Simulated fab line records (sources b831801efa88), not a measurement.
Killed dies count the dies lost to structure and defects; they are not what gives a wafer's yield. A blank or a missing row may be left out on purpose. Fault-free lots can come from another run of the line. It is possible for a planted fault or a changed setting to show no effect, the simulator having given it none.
Which of the tools did it? / flow sky130 / 11 lots with 33 wafers sampled at 4 steps, on a route of 708 steps

== WHAT THE GAUGES READ, wafer by wafer ==
SKY_CAPM_THK_MEAS_04: measures by xrf.
lot=L365; measured=day 36 23:54; on=filmMetro-04; CAPM_TIN_THK (nm)=201.1 197.1 198.3
lot=L366; measured=day 37 00:04; on=filmMetro-02; CAPM_TIN_THK (nm)=193.8 195.2 192.1
lot=L367; measured=day 37 12:29; on=filmMetro-02; CAPM_TIN_THK (nm)=195.7 196.0 194.1
lot=L368; measured=day 37 15:26; on=filmMetro-02; CAPM_TIN_THK (nm)=194.7 192.7 195.1
lot=L371; measured=day 38 22:01; on=filmMetro-02; CAPM_TIN_THK (nm)=200.3 196.4 201.9
lot=L374; measured=day 39 18:37; on=filmMetro-03; CAPM_TIN_THK (nm)=195.6 190.8 194.6
lot=L380; measured=day 41 05:30; on=filmMetro-02; CAPM_TIN_THK (nm)=193.6 192.3 191.5
lot=L379; measured=day 41 08:41; on=filmMetro-03; CAPM_TIN_THK (nm)=199.1 196.5 195.7
lot=L378; measured=day 41 11:35; on=filmMetro-04; CAPM_TIN_THK (nm)=199.2 200.1 198.3
lot=L386; measured=day 43 00:47; on=filmMetro-03; CAPM_TIN_THK (nm)=195.3 192.7 190.7
lot=L388; measured=day 43 07:14; on=filmMetro-02; CAPM_TIN_THK (nm)=201.0 196.3 199.7

== WHICH TOOL RAN EACH LOT (tool, then ch and the chambers of the sampled wafers, then the start) ==
lot=L365; SKY_VIA2_SPUTTER_20=pvdSputter-04, day 36 22:45; SKY_METAL3_SPUTTER_01=pvdSputter-04, day 36 23:26; SKY_METAL3_SPUTTER_02=pvdSputter-04, day 36 23:28
lot=L366; SKY_VIA2_SPUTTER_20=pvdSputter-04, day 36 22:55; SKY_METAL3_SPUTTER_01=pvdSputter-01, day 36 23:37; SKY_METAL3_SPUTTER_02=pvdSputter-01, day 36 23:38
lot=L367; SKY_VIA2_SPUTTER_20=pvdSputter-03, day 37 11:19; SKY_METAL3_SPUTTER_01=pvdSputter-04, day 37 12:02; SKY_METAL3_SPUTTER_02=pvdSputter-04, day 37 12:04
lot=L368; SKY_VIA2_SPUTTER_20=pvdSputter-03, day 37 14:17; SKY_METAL3_SPUTTER_01=pvdSputter-04, day 37 14:59; SKY_METAL3_SPUTTER_02=pvdSputter-04, day 37 15:01
lot=L371; SKY_VIA2_SPUTTER_20=pvdSputter-03, day 38 20:53; SKY_METAL3_SPUTTER_01=pvdSputter-04, day 38 21:35; SKY_METAL3_SPUTTER_02=pvdSputter-04, day 38 21:36
lot=L374; SKY_VIA2_SPUTTER_20=pvdSputter-03, day 39 17:28; SKY_METAL3_SPUTTER_01=pvdSputter-01, day 39 18:10; SKY_METAL3_SPUTTER_02=pvdSputter-01, day 39 18:11
lot=L380; SKY_VIA2_SPUTTER_20=pvdSputter-03, day 41 04:11; SKY_METAL3_SPUTTER_01=pvdSputter-04, day 41 05:04; SKY_METAL3_SPUTTER_02=pvdSputter-04, day 41 05:05
lot=L379; SKY_VIA2_SPUTTER_20=pvdSputter-02, day 41 07:04; SKY_METAL3_SPUTTER_01=pvdSputter-01, day 41 08:14; SKY_METAL3_SPUTTER_02=pvdSputter-01, day 41 08:16
lot=L378; SKY_VIA2_SPUTTER_20=pvdSputter-02, day 41 10:22; SKY_METAL3_SPUTTER_01=pvdSputter-04, day 41 11:07; SKY_METAL3_SPUTTER_02=pvdSputter-04, day 41 11:09
lot=L386; SKY_VIA2_SPUTTER_20=pvdSputter-03, day 42 23:38; SKY_METAL3_SPUTTER_01=pvdSputter-03, day 43 00:20; SKY_METAL3_SPUTTER_02=pvdSputter-03, day 43 00:22
lot=L388; SKY_VIA2_SPUTTER_20=pvdSputter-03, day 43 06:05; SKY_METAL3_SPUTTER_01=pvdSputter-04, day 43 06:47; SKY_METAL3_SPUTTER_02=pvdSputter-04, day 43 06:49
- SKY_VIA2_SPUTTER_20: material TiN, target thk 20 nm, time 80 s.
- SKY_METAL3_SPUTTER_01: material TiN, target thk 20 nm, time 16.7 s.
- SKY_METAL3_SPUTTER_02: material AlCu, target thk 735 nm, time 39.1 s.

== THE ANSWER, worked out from the rows above alone ==
Rule: usual is defined by the lots themselves. The widest of any qualifying gaps counts: lots, ordered by their means at a reading, are off when they make up no more than a third of the lots, leave a main group of 4 or more, and stand apart from it by 3 or more times the standard deviation of that group's means. If all means in a main group match to the digits the tables above print for the reading, that group is not used. A lot without any number at a reading at which 4 lots or more have one is off too. All remaining lots with rows at the step are treated as sound.
Nothing can be told from this: no lot is off at any reading shown.

== WHAT THE SIMULATOR HAD INSERTED ==
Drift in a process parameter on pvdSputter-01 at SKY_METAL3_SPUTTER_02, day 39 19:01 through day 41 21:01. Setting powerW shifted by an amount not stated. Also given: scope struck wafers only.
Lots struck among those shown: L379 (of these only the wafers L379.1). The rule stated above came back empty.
